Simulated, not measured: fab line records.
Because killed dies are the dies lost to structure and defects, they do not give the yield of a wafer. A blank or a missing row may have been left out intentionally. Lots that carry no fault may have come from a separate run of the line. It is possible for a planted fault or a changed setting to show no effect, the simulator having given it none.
fab line records || flow sky130 || part 2 of 2: steps 44 to 44 of 44
record: {"lots": 6, "wafers": 18, "last_day": 50}
route steps=708 shown FIELD_ISO@17 NWELL@32 DNWELL@35 PWDE@45 SALICIDE@361 PAD_OPEN@708
lots untouched by any fault: they come from a run of this same line in which no faults occurred
start_h: hours from the record's first day to the start of the lot's first wafer shown || wait_h: hours from the lot's prior step to this one || " unchanged from the row above || L1.1+2: a row that stands for several wafers || - either no value or no given start || * or withheld: withheld || < > ~ a bound
route shown NAME@n: names a module that has steps shown in the file, with the first one's number in the route || usual: the fault-free wafers' mean and standard deviation || same: alike in all rows || chamber/n: place in a boat || sites: per-site readings || _std_site: the standard deviation of these || _edge_site: the outer-site mean with the inner-site mean subtracted || radius_mm: how far each site lies from the wafer's centre || mask NAME#n: copy n || behind: the tool/chamber that last shaped the wafer || hold: reason for holding the lot/hours on hold/outcome of the hold || device: transistor that didn't switch, given as n, p or np || end of line: the same wafers' tests at the end of the route || a step without rows: its recipe alone || killed: not the wafer's yield, but the dies lost to structure and defects at the first sort || map: per-die view of a wafer (x killed, . not killed, _ where there is no die)
set.NAME: the setting that was run; set.NAME@STEP: the one run at that earlier step || model.NAME: the simulator's own value behind a step, which no gauge read
lots at some steps of the route; a table a step, a row a wafer
services: from which hour (start_h, from the record's first day; less than 0 if before it) a tool's chamber was out of use, for how many hours, and why
== steps ==
step: SKY_PAD_OPEN_PROBE_99
usual: {"killed_at_M0_to_M3": "43/7", "killed_at_M4_up": "3.0/1.9", "killed_at_contacts": "24/4.6", "killed_at_front_end": "15/4.1", "killed_at_other": "0.3/0.52", "killed_dies": "84/9.7", "killed_open": "46/6.9", "killed_short": "38/6.8"}
same: {"gross_dies": 492, "killed_at_back_side": 0}
{"lot.wafer": "L751.1", "tool": "prober-02", "chamber": "-", "start_h": 1075.81, "wait_h": 0.1, "killed_at_M0_to_M3": 38, "killed_at_M4_up": 2, "killed_at_contacts": 25, "killed_at_front_end": 19, "killed_at_other": 0, "killed_dies": 84, "killed_open": 53, "killed_short": 30, "model.etest.res_p_drift_20v.rs_ohm_sq": 1.009e+04, "model.etest.pfet_16v.r_on_ohm_um": 1.61e+04, "model.etest.cap_li_to_poly.c_af_um2": 101.7, "model.etest.cap_poly_to_well.c_af_um2": 87.87, "model.etest.field_p.vt_v": -41.69, "model.etest.field_n.vt_v": 35.84, "model.etest.sram_nfet_pass.off_log10_a_um": -12.91, "model.etest.sram_nfet_pass.vt_v": 0.6791}
{"lot.wafer": "L751.4", "tool": "prober-02", "chamber": "-", "start_h": 1075.96, "wait_h": 0.2, "killed_at_M0_to_M3": 32, "killed_at_M4_up": 2, "killed_at_contacts": 19, "killed_at_front_end": 18, "killed_at_other": 1, "killed_dies": 72, "killed_open": 42, "killed_short": 27, "model.etest.res_p_drift_20v.rs_ohm_sq": 1.004e+04, "model.etest.pfet_16v.r_on_ohm_um": 1.61e+04, "model.etest.cap_li_to_poly.c_af_um2": 96.52, "model.etest.cap_poly_to_well.c_af_um2": 87.49, "model.etest.field_p.vt_v": -41.5, "model.etest.field_n.vt_v": 35.72, "model.etest.sram_nfet_pass.off_log10_a_um": -13.06, "model.etest.sram_nfet_pass.vt_v": 0.6967}
{"lot.wafer": "L751.5", "tool": "prober-02", "chamber": "-", "start_h": 1076.01, "wait_h": 0.2, "killed_at_M0_to_M3": 38, "killed_at_M4_up": 4, "killed_at_contacts": 27, "killed_at_front_end": 14, "killed_at_other": 0, "killed_dies": 83, "killed_open": 50, "killed_short": 32, "model.etest.res_p_drift_20v.rs_ohm_sq": 9866, "model.etest.pfet_16v.r_on_ohm_um": 1.59e+04, "model.etest.cap_li_to_poly.c_af_um2": 100.5, "model.etest.cap_poly_to_well.c_af_um2": 87.76, "model.etest.field_p.vt_v": -41.02, "model.etest.field_n.vt_v": 35.78, "model.etest.sram_nfet_pass.off_log10_a_um": -13.29, "model.etest.sram_nfet_pass.vt_v": 0.733}
{"lot.wafer": "L758.2", "tool": "prober-01", "chamber": "-", "start_h": 1120.20, "wait_h": 0.1, "killed_at_M0_to_M3": 59, "killed_at_M4_up": 0, "killed_at_contacts": 22, "killed_at_front_end": 13, "killed_at_other": 0, "killed_dies": 94, "killed_open": 56, "killed_short": 38, "model.etest.res_p_drift_20v.rs_ohm_sq": 9752, "model.etest.pfet_16v.r_on_ohm_um": 1.551e+04, "model.etest.cap_li_to_poly.c_af_um2": 95.19, "model.etest.cap_poly_to_well.c_af_um2": 87.88, "model.etest.field_p.vt_v": -43.36, "model.etest.field_n.vt_v": 36.54, "model.etest.sram_nfet_pass.off_log10_a_um": -13, "model.etest.sram_nfet_pass.vt_v": 0.6935}
{"lot.wafer": "L758.3", "tool": "prober-01", "chamber": "-", "start_h": 1120.25, "wait_h": 0.2, "killed_at_M0_to_M3": 53, "killed_at_M4_up": 2, "killed_at_contacts": 18, "killed_at_front_end": 17, "killed_at_other": 0, "killed_dies": 90, "killed_open": 55, "killed_short": 35, "model.etest.res_p_drift_20v.rs_ohm_sq": 1.047e+04, "model.etest.pfet_16v.r_on_ohm_um": 1.594e+04, "model.etest.cap_li_to_poly.c_af_um2": 99.59, "model.etest.cap_poly_to_well.c_af_um2": 90.74, "model.etest.field_p.vt_v": -45.14, "model.etest.field_n.vt_v": 36.88, "model.etest.sram_nfet_pass.off_log10_a_um": -12.92, "model.etest.sram_nfet_pass.vt_v": 0.6798}
{"lot.wafer": "L758.5", "tool": "prober-01", "chamber": "-", "start_h": 1120.35, "wait_h": 0.2, "killed_at_M0_to_M3": 33, "killed_at_M4_up": 3, "killed_at_contacts": 24, "killed_at_front_end": 21, "killed_at_other": 0, "killed_dies": 81, "killed_open": 43, "killed_short": 38, "model.etest.res_p_drift_20v.rs_ohm_sq": 9869, "model.etest.pfet_16v.r_on_ohm_um": 1.544e+04, "model.etest.cap_li_to_poly.c_af_um2": 97.41, "model.etest.cap_poly_to_well.c_af_um2": 92.5, "model.etest.field_p.vt_v": -43.75, "model.etest.field_n.vt_v": 36.63, "model.etest.sram_nfet_pass.off_log10_a_um": -12.92, "model.etest.sram_nfet_pass.vt_v": 0.6818}
{"lot.wafer": "L764.2", "tool": "prober-02", "chamber": "-", "start_h": 1157.38, "wait_h": 0.1, "killed_at_M0_to_M3": 48, "killed_at_M4_up": 3, "killed_at_contacts": 29, "killed_at_front_end": 15, "killed_at_other": 0, "killed_dies": 95, "killed_open": 56, "killed_short": 39, "model.etest.res_p_drift_20v.rs_ohm_sq": 8788, "model.etest.pfet_16v.r_on_ohm_um": 1.48e+04, "model.etest.cap_li_to_poly.c_af_um2": 95.61, "model.etest.cap_poly_to_well.c_af_um2": 95.12, "model.etest.field_p.vt_v": -39.1, "model.etest.field_n.vt_v": 34.42, "model.etest.sram_nfet_pass.off_log10_a_um": -12.16, "model.etest.sram_nfet_pass.vt_v": 0.6418}
{"lot.wafer": "L764.3", "tool": "prober-02", "chamber": "-", "start_h": 1157.43, "wait_h": 0.2, "killed_at_M0_to_M3": 50, "killed_at_M4_up": 1, "killed_at_contacts": 20, "killed_at_front_end": 12, "killed_at_other": 0, "killed_dies": 83, "killed_open": 45, "killed_short": 38, "model.etest.res_p_drift_20v.rs_ohm_sq": 8627, "model.etest.pfet_16v.r_on_ohm_um": 1.462e+04, "model.etest.cap_li_to_poly.c_af_um2": 97.06, "model.etest.cap_poly_to_well.c_af_um2": 95.01, "model.etest.field_p.vt_v": -38.6, "model.etest.field_n.vt_v": 34.11, "model.etest.sram_nfet_pass.off_log10_a_um": -12.62, "model.etest.sram_nfet_pass.vt_v": 0.6531}
{"lot.wafer": "L764.5", "tool": "prober-02", "chamber": "-", "start_h": 1157.53, "wait_h": 0.2, "killed_at_M0_to_M3": 46, "killed_at_M4_up": 3, "killed_at_contacts": 33, "killed_at_front_end": 15, "killed_at_other": 0, "killed_dies": 97, "killed_open": 55, "killed_short": 42, "model.etest.res_p_drift_20v.rs_ohm_sq": 9438, "model.etest.pfet_16v.r_on_ohm_um": 1.526e+04, "model.etest.cap_li_to_poly.c_af_um2": 95.44, "model.etest.cap_poly_to_well.c_af_um2": 92.62, "model.etest.field_p.vt_v": -41.97, "model.etest.field_n.vt_v": 35.95, "model.etest.sram_nfet_pass.off_log10_a_um": -12.5, "model.etest.sram_nfet_pass.vt_v": 0.6681}
{"lot.wafer": "L768.3", "tool": "prober-02", "chamber": "-", "start_h": 1174.88, "wait_h": 0.2, "killed_at_M0_to_M3": 48, "killed_at_M4_up": 2, "killed_at_contacts": 24, "killed_at_front_end": 14, "killed_at_other": 0, "killed_dies": 88, "killed_open": 51, "killed_short": 37, "model.etest.res_p_drift_20v.rs_ohm_sq": 9399, "model.etest.pfet_16v.r_on_ohm_um": 1.522e+04, "model.etest.cap_li_to_poly.c_af_um2": 98.7, "model.etest.cap_poly_to_well.c_af_um2": 91.3, "model.etest.field_p.vt_v": -39.96, "model.etest.field_n.vt_v": 36.13, "model.etest.sram_nfet_pass.off_log10_a_um": -13.14, "model.etest.sram_nfet_pass.vt_v": 0.7317}
{"lot.wafer": "L768.4", "tool": "prober-02", "chamber": "-", "start_h": 1174.93, "wait_h": 0.2, "killed_at_M0_to_M3": 40, "killed_at_M4_up": 3, "killed_at_contacts": 24, "killed_at_front_end": 8, "killed_at_other": 1, "killed_dies": 76, "killed_open": 42, "killed_short": 33, "model.etest.res_p_drift_20v.rs_ohm_sq": 9880, "model.etest.pfet_16v.r_on_ohm_um": 1.56e+04, "model.etest.cap_li_to_poly.c_af_um2": 97.45, "model.etest.cap_poly_to_well.c_af_um2": 88.54, "model.etest.field_p.vt_v": -41.45, "model.etest.field_n.vt_v": 36.44, "model.etest.sram_nfet_pass.off_log10_a_um": -12.76, "model.etest.sram_nfet_pass.vt_v": 0.6868}
{"lot.wafer": "L768.5", "tool": "prober-02", "chamber": "-", "start_h": 1174.98, "wait_h": 0.2, "killed_at_M0_to_M3": 46, "killed_at_M4_up": 2, "killed_at_contacts": 28, "killed_at_front_end": 11, "killed_at_other": 0, "killed_dies": 87, "killed_open": 42, "killed_short": 45, "model.etest.res_p_drift_20v.rs_ohm_sq": 9416, "model.etest.pfet_16v.r_on_ohm_um": 1.521e+04, "model.etest.cap_li_to_poly.c_af_um2": 99.49, "model.etest.cap_poly_to_well.c_af_um2": 92.9, "model.etest.field_p.vt_v": -39.58, "model.etest.field_n.vt_v": 36.07, "model.etest.sram_nfet_pass.off_log10_a_um": -13.05, "model.etest.sram_nfet_pass.vt_v": 0.7015}
{"lot.wafer": "L769.1", "tool": "prober-01", "chamber": "-", "start_h": 1178.71, "wait_h": 0.1, "killed_at_M0_to_M3": 34, "killed_at_M4_up": 2, "killed_at_contacts": 22, "killed_at_front_end": 14, "killed_at_other": 0, "killed_dies": 72, "killed_open": 37, "killed_short": 34, "model.etest.res_p_drift_20v.rs_ohm_sq": 8832, "model.etest.pfet_16v.r_on_ohm_um": 1.501e+04, "model.etest.cap_li_to_poly.c_af_um2": 91.62, "model.etest.cap_poly_to_well.c_af_um2": 92.05, "model.etest.field_p.vt_v": -39.53, "model.etest.field_n.vt_v": 35.41, "model.etest.sram_nfet_pass.off_log10_a_um": -12.24, "model.etest.sram_nfet_pass.vt_v": 0.6419}
{"lot.wafer": "L769.3", "tool": "prober-01", "chamber": "-", "start_h": 1178.81, "wait_h": 0.2, "killed_at_M0_to_M3": 43, "killed_at_M4_up": 5, "killed_at_contacts": 28, "killed_at_front_end": 10, "killed_at_other": 0, "killed_dies": 86, "killed_open": 45, "killed_short": 39, "model.etest.res_p_drift_20v.rs_ohm_sq": 8920, "model.etest.pfet_16v.r_on_ohm_um": 1.508e+04, "model.etest.cap_li_to_poly.c_af_um2": 93.99, "model.etest.cap_poly_to_well.c_af_um2": 91.89, "model.etest.field_p.vt_v": -39.67, "model.etest.field_n.vt_v": 35.48, "model.etest.sram_nfet_pass.off_log10_a_um": -12.47, "model.etest.sram_nfet_pass.vt_v": 0.663}
{"lot.wafer": "L769.4", "tool": "prober-01", "chamber": "-", "start_h": 1178.86, "wait_h": 0.2, "killed_at_M0_to_M3": 34, "killed_at_M4_up": 2, "killed_at_contacts": 23, "killed_at_front_end": 16, "killed_at_other": 1, "killed_dies": 76, "killed_open": 48, "killed_short": 26, "model.etest.res_p_drift_20v.rs_ohm_sq": 8615, "model.etest.pfet_16v.r_on_ohm_um": 1.469e+04, "model.etest.cap_li_to_poly.c_af_um2": 94.42, "model.etest.cap_poly_to_well.c_af_um2": 91.1, "model.etest.field_p.vt_v": -38.22, "model.etest.field_n.vt_v": 34.63, "model.etest.sram_nfet_pass.off_log10_a_um": -12.38, "model.etest.sram_nfet_pass.vt_v": 0.6527}
{"lot.wafer": "L773.1", "tool": "prober-01", "chamber": "-", "start_h": 1197.08, "wait_h": 0.1, "killed_at_M0_to_M3": 56, "killed_at_M4_up": 5, "killed_at_contacts": 16, "killed_at_front_end": 11, "killed_at_other": 0, "killed_dies": 88, "killed_open": 38, "killed_short": 50, "model.etest.res_p_drift_20v.rs_ohm_sq": 8954, "model.etest.pfet_16v.r_on_ohm_um": 1.553e+04, "model.etest.cap_li_to_poly.c_af_um2": 100.9, "model.etest.cap_poly_to_well.c_af_um2": 90.86, "model.etest.field_p.vt_v": -41.44, "model.etest.field_n.vt_v": 36.01, "model.etest.sram_nfet_pass.off_log10_a_um": -13.14, "model.etest.sram_nfet_pass.vt_v": 0.6994}
{"lot.wafer": "L773.5", "tool": "prober-01", "chamber": "-", "start_h": 1197.28, "wait_h": 0.2, "killed_at_M0_to_M3": 54, "killed_at_M4_up": 2, "killed_at_contacts": 25, "killed_at_front_end": 21, "killed_at_other": 1, "killed_dies": 103, "killed_open": 61, "killed_short": 42, "model.etest.res_p_drift_20v.rs_ohm_sq": 9483, "model.etest.pfet_16v.r_on_ohm_um": 1.626e+04, "model.etest.cap_li_to_poly.c_af_um2": 100.2, "model.etest.cap_poly_to_well.c_af_um2": 88.23, "model.etest.field_p.vt_v": -43.92, "model.etest.field_n.vt_v": 36.22, "model.etest.sram_nfet_pass.off_log10_a_um": -13.48, "model.etest.sram_nfet_pass.vt_v": 0.7298}
{"lot.wafer": "L773.6", "tool": "prober-01", "chamber": "-", "start_h": 1197.33, "wait_h": 0.2, "killed_at_M0_to_M3": 41, "killed_at_M4_up": 8, "killed_at_contacts": 22, "killed_at_front_end": 24, "killed_at_other": 0, "killed_dies": 95, "killed_open": 38, "killed_short": 57, "model.etest.res_p_drift_20v.rs_ohm_sq": 9014, "model.etest.pfet_16v.r_on_ohm_um": 1.555e+04, "model.etest.cap_li_to_poly.c_af_um2": 98.35, "model.etest.cap_poly_to_well.c_af_um2": 91.3, "model.etest.field_p.vt_v": -42.15, "model.etest.field_n.vt_v": 36.17, "model.etest.sram_nfet_pass.off_log10_a_um": -12.83, "model.etest.sram_nfet_pass.vt_v": 0.6724}
killed by level:class
L751.1 VIA1:geometric_particle:open=12 LI_CONTACT:geometric_particle:open=9 VIA3:geometric_particle:open=7 CONTACT:geometric_particle:short=6 VIA2:geometric_particle:open=6 POLY_GATE:geometric_particle:open=5 CONTACT:geometric_particle:open=5 FIELD_ISO:geometric_particle:short=4
L751.4 CONTACT:geometric_particle:open=7 FIELD_ISO:geometric_particle:open=6 LI_CONTACT:geometric_particle:open=6 METAL1:geometric_particle:short=6 VIA1:geometric_particle:open=5 VIA3:geometric_particle:open=4 METAL2:geometric_particle:open=4 FIELD_ISO:geometric_particle:short=3
L751.5 VIA1:geometric_particle:open=11 CONTACT:geometric_particle:open=9 LI_CONTACT:geometric_particle:open=8 METAL2:geometric_particle:short=8 VIA3:geometric_particle:open=6 CONTACT:geometric_particle:short=5 FIELD_ISO:geometric_particle:short=4 POLY_GATE:geometric_particle:open=4
L758.2 VIA1:geometric_particle:open=15 VIA3:geometric_particle:open=12 CONTACT:geometric_particle:open=10 VIA2:geometric_particle:open=7 METAL1:geometric_particle:short=6 VIA3:geometric_particle:short=5 METAL2:geometric_particle:short=5 FIELD_ISO:geometric_particle:short=4
L758.3 VIA1:geometric_particle:open=19 VIA2:geometric_particle:open=11 FIELD_ISO:geometric_particle:short=6 VIA3:geometric_particle:open=5 LI_CONTACT:geometric_particle:open=5 CONTACT:geometric_particle:open=5 METAL2:geometric_particle:short=5 VIA3:geometric_particle:short=5
L758.5 CONTACT:geometric_particle:open=10 METAL2:geometric_particle:short=7 VIA1:geometric_particle:open=7 CONTACT:geometric_particle:short=7 FIELD_ISO:geometric_particle:open=5 FIELD_ISO:geometric_particle:short=5 VIA2:geometric_particle:open=4 SPACER:geometric_particle:open=4
L764.2 VIA1:geometric_particle:open=13 CONTACT:geometric_particle:open=12 METAL2:geometric_particle:short=8 VIA2:geometric_particle:open=7 FIELD_ISO:geometric_particle:short=4 POLY_GATE:geometric_particle:short=4 CONTACT:geometric_particle:short=4 LI_CONTACT:geometric_particle:open=4
L764.3 VIA1:geometric_particle:open=15 VIA3:geometric_particle:open=11 METAL3:geometric_particle:short=6 LOCAL_INTERCONNECT:geometric_particle:short=5 METAL1:geometric_particle:short=5 LI_CONTACT:geometric_particle:short=4 LI_CONTACT:geometric_particle:open=4 FIELD_ISO:geometric_particle:short=3
L764.5 CONTACT:geometric_particle:open=17 METAL2:geometric_particle:short=11 VIA1:geometric_particle:open=9 LI_CONTACT:geometric_particle:open=8 METAL3:geometric_particle:short=6 POLY_GATE:geometric_particle:open=5 LI_CONTACT:geometric_particle:short=4 POLY_GATE:geometric_particle:short=4
L768.3 VIA2:geometric_particle:open=14 VIA1:geometric_particle:open=10 METAL1:geometric_particle:short=8 CONTACT:geometric_particle:short=8 CONTACT:geometric_particle:open=7 LI_CONTACT:geometric_particle:open=6 FIELD_ISO:geometric_particle:short=5 FIELD_ISO:geometric_particle:open=4
L768.4 LI_CONTACT:geometric_particle:open=8 VIA1:geometric_particle:open=7 CONTACT:geometric_particle:open=6 METAL2:geometric_particle:short=6 CONTACT:geometric_particle:short=5 METAL1:geometric_particle:short=5 VIA2:geometric_particle:open=5 VIA3:geometric_particle:open=5
L768.5 CONTACT:geometric_particle:open=13 VIA1:geometric_particle:open=12 CONTACT:geometric_particle:short=9 METAL1:geometric_particle:short=6 VIA1:geometric_particle:short=6 METAL2:geometric_particle:short=6 FIELD_ISO:geometric_particle:open=4 METAL3:geometric_particle:short=4
L769.1 LI_CONTACT:geometric_particle:open=7 VIA3:geometric_particle:open=6 CONTACT:geometric_particle:open=5 METAL1:geometric_particle:short=5 POLY_GATE:geometric_particle:open=4 CONTACT:geometric_particle:short=4 METAL2:geometric_particle:short=4 VIA1:geometric_particle:open=4
L769.3 CONTACT:geometric_particle:open=8 VIA2:geometric_particle:open=8 LI_CONTACT:geometric_particle:open=7 LOCAL_INTERCONNECT:geometric_particle:short=6 VIA3:geometric_particle:open=6 METAL3:geometric_particle:short=6 CONTACT:geometric_particle:short=5 VIA1:geometric_particle:open=5
L769.4 CONTACT:geometric_particle:open=9 VIA1:geometric_particle:open=9 VIA3:geometric_particle:open=9 LI_CONTACT:geometric_particle:open=6 METAL1:geometric_particle:short=6 FIELD_ISO:geometric_particle:open=5 VIA2:geometric_particle:open=5 SPACER:geometric_particle:short=4
L773.1 METAL2:geometric_particle:short=11 VIA1:geometric_particle:short=10 VIA2:geometric_particle:open=10 VIA1:geometric_particle:open=8 CONTACT:geometric_particle:open=5 FIELD_ISO:geometric_particle:short=4 LOCAL_INTERCONNECT:geometric_particle:short=4 VIA2:geometric_particle:short=4
L773.5 CONTACT:geometric_particle:open=11 VIA1:geometric_particle:open=11 VIA3:geometric_particle:open=10 METAL2:geometric_particle:short=8 LI_CONTACT:geometric_particle:open=6 VIA1:geometric_particle:short=6 METAL1:geometric_particle:short=6 POLY_GATE:geometric_particle:open=5
L773.6 METAL1:geometric_particle:short=8 FIELD_ISO:geometric_particle:short=7 POLY_GATE:geometric_particle:short=7 METAL4:geometric_particle:short=7 METAL2:geometric_particle:short=6 CONTACT:geometric_particle:open=6 VIA1:geometric_particle:short=6 VIA1:geometric_particle:open=6
== services ==
{"tool": "plasma_asher-03", "chamber": "-", "start_h": 20.89, "hours": 21.9, "kind": "repair"}
{"tool": "plasma_asher-02", "chamber": "-", "start_h": 54.56, "hours": 1.8, "kind": "repair"}
{"tool": "plasma_asher-04", "chamber": "-", "start_h": 56.48, "hours": 1.8, "kind": "repair"}
{"tool": "plasma_asher-03", "chamber": "-", "start_h": 57.14, "hours": 10.2, "kind": "repair"}
{"tool": "plasma_asher-04", "chamber": "-", "start_h": 79.13, "hours": 2.8, "kind": "pm"}
{"tool": "plasma_asher-02", "chamber": "-", "start_h": 115.81, "hours": 1.1, "kind": "repair"}
{"tool": "wet_bench-01", "chamber": "-", "start_h": 187.91, "hours": 4.4, "kind": "pm"}
{"tool": "wet_bench-01", "chamber": "-", "start_h": 210.81, "hours": 2.2, "kind": "repair"}
{"tool": "plasma_asher-04", "chamber": "-", "start_h": 225.61, "hours": 1.2, "kind": "repair"}
{"tool": "plasma_asher-04", "chamber": "-", "start_h": 269.71, "hours": 2.5, "kind": "repair"}
{"tool": "plasma_asher-02", "chamber": "-", "start_h": 317.14, "hours": 23.7, "kind": "repair"}
{"tool": "plasma_asher-03", "chamber": "-", "start_h": 347.84, "hours": 1.4, "kind": "repair"}
{"tool": "plasma_asher-04", "chamber": "-", "start_h": 405.11, "hours": 67.0, "kind": "repair"}
{"tool": "plasma_asher-02", "chamber": "-", "start_h": 421.25, "hours": 9.0, "kind": "pm"}
{"tool": "plasma_asher-04", "chamber": "-", "start_h": 461.91, "hours": 2.1, "kind": "repair"}
{"tool": "wet_bench-01", "chamber": "-", "start_h": 491.71, "hours": 1.9, "kind": "repair"}
{"tool": "plasma_asher-02", "chamber": "-", "start_h": 496.16, "hours": 26.5, "kind": "repair"}
{"tool": "plasma_asher-03", "chamber": "-", "start_h": 527.00, "hours": 1.8, "kind": "repair"}
{"tool": "plasma_asher-02", "chamber": "-", "start_h": 539.48, "hours": 14.2, "kind": "repair"}
{"tool": "wet_bench-01", "chamber": "-", "start_h": 549.04, "hours": 2.3, "kind": "repair"}
{"tool": "plasma_asher-03", "chamber": "-", "start_h": 683.83, "hours": 8.2, "kind": "pm"}
{"tool": "wet_bench-01", "chamber": "-", "start_h": 689.24, "hours": 1.9, "kind": "pm"}
{"tool": "plasma_asher-04", "chamber": "-", "start_h": 694.82, "hours": 4.3, "kind": "repair"}
{"tool": "plasma_asher-03", "chamber": "-", "start_h": 733.75, "hours": 9.0, "kind": "pm"}
== key ==
first_sign: {"step": "SKY_FIELD_ISO_WET_ETCH_28", "reading": "run_length_s", "direction": "up", "sigmas": 10, "usual": "*", "struck": "*"}
effect none on later readings
model_effect: {"step": "SKY_FIELD_ISO_WET_ETCH_28", "value": "SiO2_of_FIELD_ISO_CVD_24.thk_nm", "without": 433, "struck": 416.4}
model_effect: {"step": "SKY_SALICIDE_CLEAN_00", "value": "SiO2_of_FIELD_ISO_CVD_24.thk_nm", "without": 357.4, "struck": 340.8}
model_effect: {"step": "SKY_PAD_OPEN_PROBE_99", "value": "etest.res_p_drift_20v.rs_ohm_sq", "without": 9780, "struck": 8870}
met_at SKY_FIELD_ISO_WET_ETCH_28
struck_wafers L764.2,L764.3,L764.5,L769.1,L769.3,L769.4
tester_left_out L764,L769
onset_between 74.88 107.27
fault: {"kind": "process_parameter_drift", "tool": "wet_bench-04", "chamber": "-", "onset_h": 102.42, "steps": "SKY_FIELD_ISO_WET_ETCH_28", "channel": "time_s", "offset": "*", "shape": "step", "end_h": 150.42, "acts_in": "*", "stated": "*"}
tester_left_out: of these lots the tester's yield and bins aren't shown, on N5 and GAA mostly nor the transistor test; their killed dies are dies lost to structure and defects alone, not to doping, threshold or leakage, so they don't give the yield
